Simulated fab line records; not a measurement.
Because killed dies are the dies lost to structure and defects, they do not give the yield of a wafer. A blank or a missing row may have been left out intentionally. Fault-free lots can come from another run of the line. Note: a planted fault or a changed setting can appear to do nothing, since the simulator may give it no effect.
fab line records | flow sky130
record: lots: 11 wafers: 31 last_day: 50
route steps=708 shown RES_XHIGH@341 LI_CONTACT@378 PAD_OPEN@708
lots untouched by any fault: they come from a run of this same line in which no faults occurred
start_h: hours from the record's opening day to when the first of the lot's shown wafers began | wait_h: hours from the lot's prior step to this one | " as in the row above | L1.1+2: a single row standing in for several wafers | - no value present, or no start provided | * or withheld: withheld | < > ~ a bound
route shown NAME@n: a module of which the file shows steps, and the number in the route of the first | usual: mean/standard deviation taken from wafers without a fault | same: alike in all rows | chamber/n: place in a boat | sites: the reading at each site | _std_site: the values' standard deviation | _edge_site: outer sites' mean less inner sites' | radius_mm: how far each site lies from the wafer's centre | mask NAME#n: copy n | behind: the most recent tool/chamber to have shaped the wafer | hold: cause of the lot's hold/its duration in hours/its outcome | device: transistor that didn't switch, given as n, p or np | end of line: the tests these same wafers got at the end of their route | a step with no rows: only its recipe | killed: dies lost to structure and defects at the first sort, not the wafer's yield | map: a wafer's dies, marking killed ones x, the rest . and places with no die _
set.NAME: the setting the step ran with; set.NAME@STEP: the setting that earlier step ran with | model.NAME: the simulator's own value behind a step, which no gauge read
the route's steps for a sample of lots (tables are steps, rows are wafers)
services: the hour from which a tool's chamber was out of use, counted from the record's first day as start_h (under 0 if before that day), plus the number of hours and why
== steps ==
step: SKY_RES_XHIGH_TW_MEAS_09
usual: RES_XHIGH_TW: 1637/11
columns lot.wafer tool chamber start_h wait_h RES_XHIGH_TW
L442.1 film_metro-03 - 627.16 0.1 1600
L442.4 " - " " 1619
L442.5 " - " " 1620
L445.2 film_metro-01 - 668.82 0.1 1632
L445.5 " - " " 1628
L445.6 " - " " 1640
L446.1 film_metro-04 - 669.37 0.1 1647
L446.2 " - " " 1645
L446.6 " - " " 1642
L444.3 film_metro-04 - 671.39 0.1 1648
L444.4 " - " " 1637
L444.5 " - " " 1648
L449.1 film_metro-03 - 691.62 0.1 1625
L449.4 " - " " 1618
L449.5 " - " " 1617
L451.1 film_metro-01 - 695.92 0.1 1624
L451.2 " - " " 1630
L451.4 " - " " 1625
L454.2 film_metro-01 - 722.42 0.1 1640
L454.4 " - " " 1634
L454.5 " - " " 1633
L456.3 film_metro-04 - 726.63 0.1 1649
L456.5 " - " " 1636
L458.2 film_metro-04 - 733.43 0.1 1646
L458.5 " - " " 1647
L462.2 film_metro-01 - 782.67 0.1 1637
L462.4 " - " " 1640
L462.6 " - " " 1656
L464.1 film_metro-01 - 785.02 0.1 1640
L464.3 " - " " 1643
L464.5 " - " " 1644
step: SKY_LI_CONTACT_STRIP_16
recipe: chemistry: O2/N2 power_w: 1400 pressure_mtorr: 1500 platen_temp_c: withheld o2_flow_sccm: 3000 n2_flow_sccm: 300 overash_fraction: 0.5
usual: drypump_motor_current_A: 5.8/0.51 oes_product_au: 0.377/0.0045 strip_time_to_endpoint_s: 3.52/0.039
same: overash_fraction: 0.5
columns lot.wafer tool chamber start_h wait_h drypump_motor_current_A oes_product_au rf_hours_counter_h strip_time_to_endpoint_s
L442.1 plasma_asher-04 0 683.85 - 6.7 0.371 81 3.51
L442.4 " 1 " " 5.0 0.376 - 3.52
L442.5 " 1 " " 5.0 0.375 - 3.53
L445.2 plasma_asher-03 0 726.15 - 6.1 0.365 101 3.47
L445.5 " 1 " " 5.8 0.376 - 3.48
L445.6 " 0 " " 6.1 0.376 - 3.58
L446.1 plasma_asher-04 0 726.98 - 6.7 0.381 85 3.50
L446.2 " 1 " " 5.0 0.375 85 3.49
L446.6 " 1 " " 5.0 0.378 - 3.56
L444.3 plasma_asher-04 0 728.14 - 6.7 0.379 - 3.50
L444.4 " 1 " " 5.0 0.380 - 3.50
L444.5 " 0 " " 6.7 0.379 - 3.48
L449.1 plasma_asher-03 1 748.08 - 5.8 0.381 0 3.60
L449.4 " 1 " " 5.8 0.382 - 3.47
L449.5 " 1 " " 5.8 0.383 - 3.56
L451.1 plasma_asher-02 1 753.30 - 5.7 0.376 32 3.58
L451.2 " 0 " " 5.6 0.375 32 3.52
L451.4 " 0 " " 5.6 0.386 - 3.49
L454.2 plasma_asher-02 0 778.70 - 5.6 0.378 35 3.54
L454.4 " 0 " " 5.6 0.378 - 3.47
L454.5 " 0 " " 5.6 0.389 - 3.50
L456.3 plasma_asher-03 1 780.84 - 5.8 0.376 - 3.48
L456.5 " 1 " " 5.8 0.375 - 3.45
L458.2 plasma_asher-04 0 787.68 - 6.7 0.380 92 3.52
L458.5 " 0 " " 6.7 0.381 - 3.57
L462.2 plasma_asher-02 0 836.75 - 5.6 0.371 41 3.53
L462.4 " 0 " " 5.6 0.379 - 3.54
L462.6 " 0 " " 5.6 0.376 - 3.53
L464.1 plasma_asher-04 1 838.98 - 5.0 0.380 97 3.53
L464.3 " 0 " " 6.7 0.371 - 3.46
L464.5 " 1 " " 5.0 0.375 - 3.43
step: SKY_LI_CONTACT_SPUTTER_19
recipe: material: Ti target_thk_nm: 20 chamber_pressure_pa: 5 power_w: 2500 substrate_temp_c: 200 time_s: 106.37
usual: throttle_valve_pct: 30.1/0.73
columns lot.wafer tool chamber start_h wait_h throttle_valve_pct
L442.1 pvd_sputter-04 - 684.14 0.0 29.8
L442.4 " - " " 29.5
L442.5 " - " " 29.8
L445.2 pvd_sputter-03 - 726.46 0.0 30.2
L445.5 " - " " 30.3
L445.6 " - " " 28.1
L446.1 pvd_sputter-04 - 727.29 0.0 29.3
L446.2 " - " " 29.4
L446.6 " - " " 30.4
L444.3 pvd_sputter-04 - 728.41 0.0 30.3
L444.4 " - " " 29.9
L444.5 " - " " 30.0
L449.1 pvd_sputter-04 - 748.38 0.0 29.7
L449.4 " - " " 29.3
L449.5 " - " " 29.4
L451.1 pvd_sputter-04 - 753.60 0.0 29.8
L451.2 " - " " 29.7
L451.4 " - " " 30.4
L454.2 pvd_sputter-04 - 779.00 0.0 29.8
L454.4 " - " " 29.5
L454.5 " - " " 29.9
L456.3 pvd_sputter-01 - 781.11 0.0 30.4
L456.5 " - " " 30.4
L458.2 pvd_sputter-01 - 787.99 0.0 30.9
L458.5 " - " " 30.5
L462.2 pvd_sputter-04 - 837.13 0.0 29.3
L462.4 " - " " 29.7
L462.6 " - " " 29.5
L464.1 pvd_sputter-01 - 839.28 0.0 29.5
L464.3 " - " " 30.7
L464.5 " - " " 30.7
step: SKY_LI_CONTACT_CVD_21
recipe: material: W target_thk_nm: 400 time_s: 120.56 temp_c: 400 pressure_torr: 40
usual: heater_power_w: 884/83
columns lot.wafer tool chamber start_h wait_h heater_power_w
L442.1 cvd_w-02 0 684.28 0.0 869
L442.4 " 1 " " 1028
L442.5 " 1 " " 1000
L445.2 cvd_w-01 0 726.60 0.0 774
L445.5 " 1 " " 881
L445.6 " 0 " " 778
L446.1 cvd_w-01 0 727.43 0.0 778
L446.2 " 1 " " 891
L446.6 " 1 " " 913
L444.3 cvd_w-01 0 728.59 0.1 793
L444.4 " 1 " " 903
L444.5 " 0 " " 766
L449.1 cvd_w-01 0 748.52 0.0 779
L449.4 " 0 " " 781
L449.5 " 0 " " 784
L451.1 cvd_w-02 0 753.73 0.0 879
L451.2 " 1 " " 1001
L451.4 " 0 " " 855
L454.2 cvd_w-01 1 779.13 0.0 895
L454.4 " 0 " " 776
L454.5 " 1 " " 913
L456.3 cvd_w-02 0 781.29 0.1 868
L456.5 " 0 " " 873
L458.2 cvd_w-02 1 788.13 0.0 984
L458.5 " 1 " " 1005
L462.2 cvd_w-01 0 837.26 0.0 769
L462.4 " 1 " " 902
L462.6 " 1 " " 900
L464.1 cvd_w-01 0 839.42 0.0 754
L464.3 " 0 " " 771
L464.5 " 0 " " 802
step: SKY_LI_CONTACT_RS_MEAS_22
recipe: thk_meas_gauge: four-point-probe reads: W_of_LI_CONTACT_CVD_21+TiN_of_LI_CONTACT_SPUTTER_20+Ti_of_LI_CONTACT_SPUTTER_19
usual: LI_CONTACT_W_RS: 0.286/0.0048
columns lot.wafer tool chamber start_h wait_h hold LI_CONTACT_W_RS[ohm/sq]
L442.1 film_metro-04 - 684.41 0.1 - 0.273
L442.4 " - " " - 0.288
L442.5 " - " " - 0.282
L445.2 film_metro-03 - 726.75 0.1 - 0.286
L445.5 " - " " - 0.285
L445.6 " - " " - 0.283
L446.1 film_metro-03 - 727.56 0.1 - 0.284
L446.2 " - " " - 0.284
L446.6 " - " " - 0.284
L444.3 film_metro-03 - 728.72 0.1 - 0.283
L444.4 " - " " - 0.282
L444.5 " - " " - 0.286
L449.1 film_metro-04 - 748.64 0.1 - 0.282
L449.4 " - " " - 0.284
L449.5 " - " " - 0.283
L451.1 film_metro-03 - 753.86 0.1 - 0.277
L451.2 " - " " - 0.288
L451.4 " - " " - 0.278
L454.2 film_metro-01 - 779.28 0.1 - 0.290
L454.4 " - " " - 0.287
L454.5 " - " " - 0.288
L456.3 film_metro-01 - 781.42 0.1 await_dispo/0.2h/release 0.279
L456.5 " - " " await_dispo/0.2h/release 0.452
L456.3 film_metro-01 - 781.70 0.3 - 0.280
L456.5 " - " " - 0.452
L458.2 film_metro-04 - 788.28 0.1 await_dispo/0.2h/release 0.286
L458.5 " - " " await_dispo/0.2h/release 0.476
L458.2 film_metro-04 - 788.56 0.3 - 0.287
L458.5 " - " " - 0.476
L462.2 film_metro-03 - 837.41 0.1 - 0.289
L462.4 " - " " - 0.290
L462.6 " - " " - 0.294
L464.1 film_metro-04 - 839.54 0.1 - 0.291
L464.3 " - " " - 0.292
L464.5 " - " " - 0.287
step: SKY_LI_CONTACT_THK_MEAS_23
recipe: thk_meas_gauge: xrf reads: W_of_LI_CONTACT_CVD_21
usual: LI_CONTACT_W_THK: 391/7.8
columns lot.wafer tool chamber start_h wait_h hold LI_CONTACT_W_THK[nm]
L442.1 film_metro-04 - 684.53 0.1 - 408
L442.4 " - " " - 387
L442.5 " - " " - 394
L445.2 film_metro-03 - 726.86 0.1 - 390
L445.5 " - " " - 391
L445.6 " - " " - 395
L446.1 film_metro-03 - 727.68 0.1 - 390
L446.2 " - " " - 392
L446.6 " - " " - 392
L444.3 film_metro-03 - 728.82 0.1 - 393
L444.4 " - " " - 395
L444.5 " - " " - 389
L449.1 film_metro-04 - 748.76 0.1 - 397
L449.4 " - " " - 392
L449.5 " - " " - 394
L451.1 film_metro-03 - 753.98 0.1 - 400
L451.2 " - " " - 389
L451.4 " - " " - 398
L454.2 film_metro-01 - 779.39 0.1 - 388
L454.4 " - " " - 391
L454.5 " - " " - 390
L456.3 film_metro-01 - 782.93 1.2 await_dispo/0.2h/release 400
L456.5 " - " " await_dispo/0.2h/release 250
L456.3 film_metro-01 - 783.16 0.2 - 398
L456.5 " - " " - 251
L458.2 film_metro-04 - 790.77 2.2 await_dispo/0.2h/release 394
L458.5 " - " " await_dispo/0.2h/release 237
L458.2 film_metro-04 - 791.00 0.2 - 392
L458.5 " - " " - 236
L462.2 film_metro-03 - 837.52 0.1 - 376
L462.4 " - " " - 376
L462.6 " - " " - 371
L464.1 film_metro-04 - 839.66 0.1 - 384
L464.3 " - " " - 384
L464.5 " - " " - 388
step: SKY_LI_CONTACT_CMP_24
recipe: stop_on: PSG t_overpolish_s: 20 down_force_psi: 3.5 platen_rpm: 60 target_thk_nm: 0 pad_velocity_m_s: 0.94248
usual: motor_current_A: 10.6/1.3 platen_rpm: 60.00/0.041 time_to_endpoint_s: 97/5.2
columns lot.wafer tool chamber start_h wait_h hold motor_current_A platen_rpm time_to_endpoint_s
L442.1 cmp-02 1 684.64 0.1 - 8.6 59.96 96
L442.4 " 3 " " - 10.7 59.96 92
L442.5 " 1 " " - 8.0 59.98 95
L445.2 cmp-02 0 727.01 0.1 - 9.7 60.01 102
L445.5 " 2 " " - 11.0 60.02 101
L445.6 " 3 " " - 10.6 60.02 90
L446.2 cmp-01 3 727.79 0.1 - 10.4 60.02 92
L446.1 " 0 " " - 12.9 60.06 98
L446.6 " 2 " " - 11.8 60.03 92
L444.3 cmp-01 3 728.86 0.0 - 10.5 60.07 93
L444.4 " 0 " " - 13.0 60.06 102
L444.5 " 0 " " - 12.6 60.06 97
L449.4 cmp-02 0 749.22 0.4 - 10.0 60.00 102
L449.1 " 1 " " - 8.8 60.04 92
L449.5 " 3 " " - 10.0 59.98 92
L451.2 cmp-01 1 754.04 0.0 - 10.9 59.98 98
L451.1 " 2 " " - 12.4 59.97 93
L451.4 " 3 " " - 11.0 59.91 91
L454.2 cmp-02 1 779.49 0.1 - 8.5 59.98 92
L454.4 " 3 " " - 11.1 59.95 92
L454.5 " 0 " " - 9.7 60.00 101
L456.3 cmp-01 3 786.86 3.7 await_dispo/3.5h/release 10.5 59.99 90
L456.5 " 3 " " await_dispo/3.5h/release 10.5 59.93 56
L458.2 cmp-01 3 793.35 2.3 await_dispo/2.2h/release 10.3 60.01 93
L458.5 " 3 " " await_dispo/2.2h/release 11.1 59.95 53
L462.2 cmp-02 0 837.65 0.1 - 10.5 60.02 98
L462.4 " 3 " " - 10.6 60.00 87
L462.6 " 0 " " - 9.9 60.00 101
L464.3 cmp-02 1 839.72 0.0 - 8.6 60.02 85
L464.1 " 2 " " - 10.7 60.04 95
L464.5 " 1 " " - 8.5 60.00 89
step: SKY_PAD_OPEN_PROBE_99
usual: killed_at_M0_to_M3: 42/6.1 killed_at_M4_up: 3.3/1.7 killed_at_contacts: 25/5.4 killed_at_front_end: 16/4.6 killed_at_other: 0.4/0.55 killed_dies: 87/8.8 killed_open: 47/7.1 killed_short: 40/5.8
same: gross_dies: 492 killed_at_back_side: 0
columns lot.wafer tool chamber start_h wait_h killed_at_M0_to_M3 killed_at_M4_up killed_at_contacts killed_at_front_end killed_at_other killed_dies killed_open killed_short
L442.1 prober-02 - 1073.11 0.1 48 7 29 22 0 106 54 52
L442.4 prober-02 - 1073.26 0.2 45 5 29 13 0 92 49 43
L442.5 prober-02 - 1073.31 0.2 46 5 29 15 1 96 50 46
L445.2 prober-02 - 1110.67 0.1 46 4 22 20 1 93 51 42
L445.5 prober-02 - 1110.82 0.2 42 2 20 16 0 80 41 39
L445.6 prober-02 - 1110.87 0.2 53 2 19 23 1 98 52 46
L446.1 prober-02 - 1112.18 0.1 47 4 30 19 0 100 49 51
L446.2 prober-02 - 1112.23 0.1 44 2 27 11 0 84 50 33
L446.6 prober-02 - 1112.43 0.2 32 3 27 17 1 80 39 41
L444.3 prober-02 - 1112.95 0.2 38 2 32 20 0 92 47 44
L444.4 prober-02 - 1113.00 0.2 45 1 24 23 0 93 50 42
L444.5 prober-02 - 1113.05 0.2 41 4 28 11 0 84 43 41
L449.1 prober-02 - 1122.43 0.1 50 2 26 10 1 89 54 34
L449.4 prober-02 - 1122.58 0.2 43 4 31 8 2 88 47 39
L449.5 prober-02 - 1122.63 0.2 47 2 23 10 0 82 36 46
L451.1 prober-02 - 1131.55 0.1 38 3 24 28 2 95 46 49
L451.2 prober-02 - 1131.60 0.1 46 6 31 8 0 91 47 44
L451.4 prober-02 - 1131.70 0.2 46 4 26 7 0 83 40 43
L454.2 prober-01 - 1142.34 0.1 43 3 27 17 1 91 50 41
L454.4 prober-01 - 1142.44 0.2 36 3 23 13 1 76 38 38
L454.5 prober-01 - 1142.49 0.2 37 3 28 17 0 85 43 42
L456.3 prober-01 - 1153.04 0.2 39 2 28 16 0 85 45 39
L456.5 prober-01 - 1153.14 0.2 44 2 31 10 0 87 55 32
L458.2 prober-02 - 1155.73 0.1 40 3 32 11 1 87 55 32
L458.5 prober-02 - 1155.88 0.2 38 2 35 15 0 90 39 51
L462.2 prober-01 - 1188.50 0.1 44 5 28 9 0 86 56 30
L462.4 prober-01 - 1188.60 0.2 41 4 17 22 0 84 44 40
L462.6 prober-01 - 1188.70 0.2 43 4 29 20 1 97 44 53
L464.1 prober-01 - 1191.45 0.1 30 4 21 14 1 70 30 40
L464.3 prober-01 - 1191.55 0.2 33 2 31 18 0 84 47 37
L464.5 prober-01 - 1191.65 0.2 40 2 17 12 0 71 40 30
killed by level:class
L442.1 VIA1:geometric_particle:open=14 CONTACT:geometric_particle:short=8 CONTACT:geometric_particle:open=8 POLY_GATE:geometric_particle:open=7 LI_CONTACT:geometric_particle:open=7 VIA2:geometric_particle:open=6 POLY_GATE:geometric_particle:short=5 VIA1:geometric_particle:short=5
L442.4 CONTACT:geometric_particle:open=11 VIA1:geometric_particle:open=9 VIA3:geometric_particle:open=8 FIELD_ISO:geometric_particle:open=6 METAL3:geometric_particle:short=6 LI_CONTACT:geometric_particle:open=5 LOCAL_INTERCONNECT:geometric_particle:short=5 VIA1:geometric_particle:short=5
L442.5 LI_CONTACT:geometric_particle:open=8 CONTACT:geometric_particle:open=8 VIA1:geometric_particle:open=8 VIA3:geometric_particle:open=7 VIA1:geometric_particle:short=7 VIA2:geometric_particle:open=7 LOCAL_INTERCONNECT:geometric_particle:short=6 POLY_GATE:geometric_particle:short=5
L445.2 VIA1:geometric_particle:open=8 LI_CONTACT:geometric_particle:open=8 CONTACT:geometric_particle:open=7 VIA3:geometric_particle:open=6 POLY_GATE:geometric_particle:short=5 LI_CONTACT:geometric_particle:short=5 METAL1:geometric_particle:short=5 METAL2:geometric_particle:short=5
L445.5 CONTACT:geometric_particle:open=6 VIA1:geometric_particle:open=6 METAL2:geometric_particle:short=6 VIA2:geometric_particle:open=6 LI_CONTACT:geometric_particle:open=5 METAL1:geometric_particle:short=5 VIA1:geometric_particle:short=5 FIELD_ISO:geometric_particle:open=4
L445.6 VIA1:geometric_particle:open=11 POLY_GATE:geometric_particle:short=10 METAL2:geometric_particle:short=7 LI_CONTACT:geometric_particle:open=7 CONTACT:geometric_particle:open=7 VIA3:geometric_particle:open=7 VIA2:geometric_particle:open=7 VIA1:geometric_particle:short=6
L446.1 VIA1:geometric_particle:short=10 LI_CONTACT:geometric_particle:open=9 VIA1:geometric_particle:open=9 CONTACT:geometric_particle:short=6 LOCAL_INTERCONNECT:geometric_particle:short=5 VIA2:geometric_particle:open=5 FIELD_ISO:geometric_particle:short=4 POLY_GATE:geometric_particle:open=4
L446.2 VIA1:geometric_particle:open=19 LI_CONTACT:geometric_particle:open=7 CONTACT:geometric_particle:short=7 CONTACT:geometric_particle:open=5 METAL3:geometric_particle:short=5 METAL1:geometric_particle:short=4 VIA2:geometric_particle:open=4 FIELD_ISO:geometric_particle:open=3
L446.6 VIA1:geometric_particle:open=9 LOCAL_INTERCONNECT:geometric_particle:short=7 CONTACT:geometric_particle:open=7 FIELD_ISO:geometric_particle:open=6 FIELD_ISO:geometric_particle:short=5 LI_CONTACT:geometric_particle:short=5 CONTACT:geometric_particle:short=5 VIA2:geometric_particle:open=5
L444.3 CONTACT:geometric_particle:open=11 LI_CONTACT:geometric_particle:open=8 VIA1:geometric_particle:open=8 VIA1:geometric_particle:short=7 FIELD_ISO:geometric_particle:open=5 FIELD_ISO:geometric_particle:short=5 POLY_GATE:geometric_particle:short=5 CONTACT:geometric_particle:short=5
L444.4 VIA1:geometric_particle:open=13 POLY_GATE:geometric_particle:short=8 CONTACT:geometric_particle:short=8 VIA2:geometric_particle:open=7 LI_CONTACT:geometric_particle:open=7 METAL3:geometric_particle:short=6 CONTACT:geometric_particle:open=6 FIELD_ISO:geometric_particle:short=5
L444.5 CONTACT:geometric_particle:open=11 VIA1:geometric_particle:open=10 CONTACT:geometric_particle:short=6 METAL2:geometric_particle:short=6 VIA2:geometric_particle:open=6 LI_CONTACT:geometric_particle:short=5 METAL1:geometric_particle:short=5 VIA3:geometric_particle:open=5
L449.1 VIA2:geometric_particle:open=11 CONTACT:geometric_particle:open=9 VIA1:geometric_particle:open=9 VIA3:geometric_particle:open=8 LI_CONTACT:geometric_particle:open=7 METAL2:geometric_particle:short=7 VIA1:geometric_particle:short=5 CONTACT:geometric_particle:short=4
L449.4 CONTACT:geometric_particle:open=9 LI_CONTACT:geometric_particle:open=8 LOCAL_INTERCONNECT:geometric_particle:short=8 VIA3:geometric_particle:open=8 VIA3:geometric_particle:short=7 VIA1:geometric_particle:open=6 METAL1:geometric_particle:short=5 POLY_GATE:geometric_particle:short=4
L449.5 VIA2:geometric_particle:open=9 VIA3:geometric_particle:open=8 CONTACT:geometric_particle:open=7 LOCAL_INTERCONNECT:geometric_particle:short=5 METAL1:geometric_particle:short=5 METAL2:geometric_particle:short=5 VIA3:geometric_particle:short=5 POLY_GATE:geometric_particle:short=4
L451.1 CONTACT:geometric_particle:open=9 VIA1:geometric_particle:open=8 FIELD_ISO:geometric_particle:short=7 POLY_GATE:geometric_particle:open=7 LOCAL_INTERCONNECT:geometric_particle:short=7 METAL2:geometric_particle:short=6 POLY_GATE:geometric_particle:short=5 VIA3:geometric_particle:open=5
L451.2 CONTACT:geometric_particle:open=12 METAL2:geometric_particle:short=11 LI_CONTACT:geometric_particle:open=10 VIA2:geometric_particle:open=6 METAL3:geometric_particle:short=6 VIA1:geometric_particle:open=5 METAL1:geometric_particle:short=5 POLY_GATE:geometric_particle:open=4
L451.4 VIA3:geometric_particle:open=9 LI_CONTACT:geometric_particle:open=8 CONTACT:geometric_particle:short=7 METAL2:geometric_particle:short=7 CONTACT:geometric_particle:open=6 METAL1:geometric_particle:short=5 VIA1:geometric_particle:open=5 METAL3:geometric_particle:short=4
L454.2 VIA1:geometric_particle:open=12 VIA3:geometric_particle:open=10 LI_CONTACT:geometric_particle:open=7 POLY_GATE:geometric_particle:short=6 LOCAL_INTERCONNECT:geometric_particle:short=6 CONTACT:geometric_particle:open=6 VIA2:geometric_particle:open=5 FIELD_ISO:geometric_particle:short=4
L454.4 CONTACT:geometric_particle:short=8 VIA1:geometric_particle:open=8 LI_CONTACT:geometric_particle:open=8 METAL1:geometric_particle:short=8 FIELD_ISO:geometric_particle:short=4 CONTACT:geometric_particle:open=4 VIA2:geometric_particle:open=4 VIA3:geometric_particle:open=3
L454.5 VIA1:geometric_particle:open=9 CONTACT:geometric_particle:open=9 LI_CONTACT:geometric_particle:short=6 FIELD_ISO:geometric_particle:short=5 CONTACT:geometric_particle:short=5 VIA2:geometric_particle:open=5 VIA3:geometric_particle:open=5 LI_CONTACT:geometric_particle:open=4
L456.3 LI_CONTACT:geometric_particle:open=9 VIA1:geometric_particle:open=7 VIA2:geometric_particle:open=7 LOCAL_INTERCONNECT:geometric_particle:short=6 CONTACT:geometric_particle:open=6 METAL2:geometric_particle:short=6 POLY_GATE:geometric_particle:open=5 VIA1:geometric_particle:short=4
L456.5 LI_CONTACT:geometric_particle:open=11 CONTACT:geometric_particle:open=10 VIA1:geometric_particle:open=9 METAL2:geometric_particle:short=6 VIA2:geometric_particle:open=6 VIA3:geometric_particle:open=6 METAL2:geometric_particle:open=5 VIA2:geometric_particle:short=5
L458.2 CONTACT:geometric_particle:open=18 LI_CONTACT:geometric_particle:open=8 VIA1:geometric_particle:open=8 VIA2:geometric_particle:open=7 METAL1:geometric_particle:short=5 VIA3:geometric_particle:open=5 METAL2:geometric_particle:short=4 FIELD_ISO:geometric_particle:short=3
L458.5 CONTACT:geometric_particle:short=11 VIA2:geometric_particle:open=8 LOCAL_INTERCONNECT:geometric_particle:short=7 CONTACT:geometric_particle:open=7 FIELD_ISO:geometric_particle:open=5 LI_CONTACT:geometric_particle:short=5 LI_CONTACT:geometric_particle:open=5 METAL1:geometric_particle:short=5
L462.2 CONTACT:geometric_particle:open=18 VIA1:geometric_particle:open=16 METAL2:geometric_particle:short=9 VIA2:geometric_particle:open=8 METAL4:geometric_particle:short=5 POLY_GATE:geometric_particle:open=4 CONTACT:geometric_particle:short=4 LI_CONTACT:geometric_particle:open=3
L462.4 VIA1:geometric_particle:open=11 FIELD_ISO:geometric_particle:short=7 VIA2:geometric_particle:open=7 LI_CONTACT:geometric_particle:open=5 LOCAL_INTERCONNECT:geometric_particle:short=5 POLY_GATE:geometric_particle:short=4 CONTACT:geometric_particle:open=4 VIA1:geometric_particle:short=4
L462.6 POLY_GATE:geometric_particle:short=10 LI_CONTACT:geometric_particle:open=9 VIA1:geometric_particle:open=8 CONTACT:geometric_particle:open=8 LOCAL_INTERCONNECT:geometric_particle:short=6 VIA3:geometric_particle:open=6 VIA2:geometric_particle:open=5 CONTACT:geometric_particle:short=5
L464.1 METAL1:geometric_particle:short=6 CONTACT:geometric_particle:open=6 FIELD_ISO:geometric_particle:short=5 VIA3:geometric_particle:open=5 POLY_GATE:geometric_particle:short=4 LI_CONTACT:geometric_particle:short=4 LOCAL_INTERCONNECT:geometric_particle:short=4 VIA1:geometric_particle:open=4
L464.3 CONTACT:geometric_particle:open=11 LI_CONTACT:geometric_particle:open=10 FIELD_ISO:geometric_particle:open=9 METAL1:geometric_particle:short=7 VIA1:geometric_particle:open=5 VIA3:geometric_particle:open=5 CONTACT:geometric_particle:short=5 FIELD_ISO:geometric_particle:short=4
L464.5 VIA1:geometric_particle:open=9 CONTACT:geometric_particle:open=7 VIA2:geometric_particle:open=6 LI_CONTACT:geometric_particle:open=5 METAL2:geometric_particle:short=5 VIA3:geometric_particle:open=5 VIA1:geometric_particle:short=4 POLY_GATE:geometric_particle:short=4
== services ==
columns tool chamber start_h hours kind
cmp-01 - 661.20 2.4 repair
plasma_asher-03 - 676.62 2.8 repair
cvd_w-02 - 706.43 0.5 repair
cmp-02 - 709.12 4.5 pm
plasma_asher-02 - 727.21 2.1 repair
plasma_asher-03 - 733.75 9.0 pm
plasma_asher-03 0 733.75 9.0 vent_cycle
plasma_asher-03 1 733.75 9.0 vent_cycle
cmp-01 - 739.46 2.1 repair
plasma_asher-03 0 742.75 - clean
plasma_asher-03 1 742.75 - clean
cmp-01 - 748.47 4.0 pm
cmp-01 - 752.47 - consumable_replace:conditioner
cmp-01 - 752.47 - consumable_replace:pad
plasma_asher-03 - 762.16 1.0 repair
cmp-01 - 797.47 6.1 pm
pvd_sputter-03 - 800.57 0.5 repair
cmp-01 - 803.60 4.8 pm
cmp-02 - 803.77 0.6 repair
cmp-01 - 804.68 4.7 repair
pvd_sputter-01 - 812.71 1.1 repair
plasma_asher-03 - 813.58 10.0 pm
cvd_w-01 - 820.94 6.9 pm
== key ==
first_sign: step: SKY_LI_CONTACT_RS_MEAS_22 reading: visit direction: added
effect: step: SKY_LI_CONTACT_RS_MEAS_22 reading: LI_CONTACT_W_RS direction: up sigmas: 37 usual: 0.286 struck: 0.464
effect: step: SKY_LI_CONTACT_THK_MEAS_23 reading: visit direction: added
effect: step: SKY_LI_CONTACT_THK_MEAS_23 reading: LI_CONTACT_W_THK direction: down sigmas: 19 usual: 391 struck: 243
effect: step: SKY_LI_CONTACT_CMP_24 reading: time_to_endpoint_s direction: down sigmas: 8.1 usual: * struck: *
met_at SKY_LI_CONTACT_CVD_21
struck_lots L456,L458
struck_wafers L456.5,L458.5
tester_left_out L456,L458
not_acting_at SKY_RES_XHIGH_TW_MEAS_09,SKY_LI_CONTACT_STRIP_16,SKY_LI_CONTACT_SPUTTER_19
onset_between 753.73 781.29
fault: kind: process_parameter_drift tool: cvd_w-02 chamber: - onset_h: 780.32 steps: SKY_LI_CONTACT_CVD_21 channel: target_thk_nm offset: -153.68 shape: step end_h: 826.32 scope: struck_wafers_only acts_in: these_recipes_only stated: 400
tester_left_out: of these lots the tester's yield and bins aren't shown, on N5 and GAA mostly nor the transistor test; their killed dies are dies lost to structure and defects alone, not to doping, threshold or leakage, so they don't give the yield
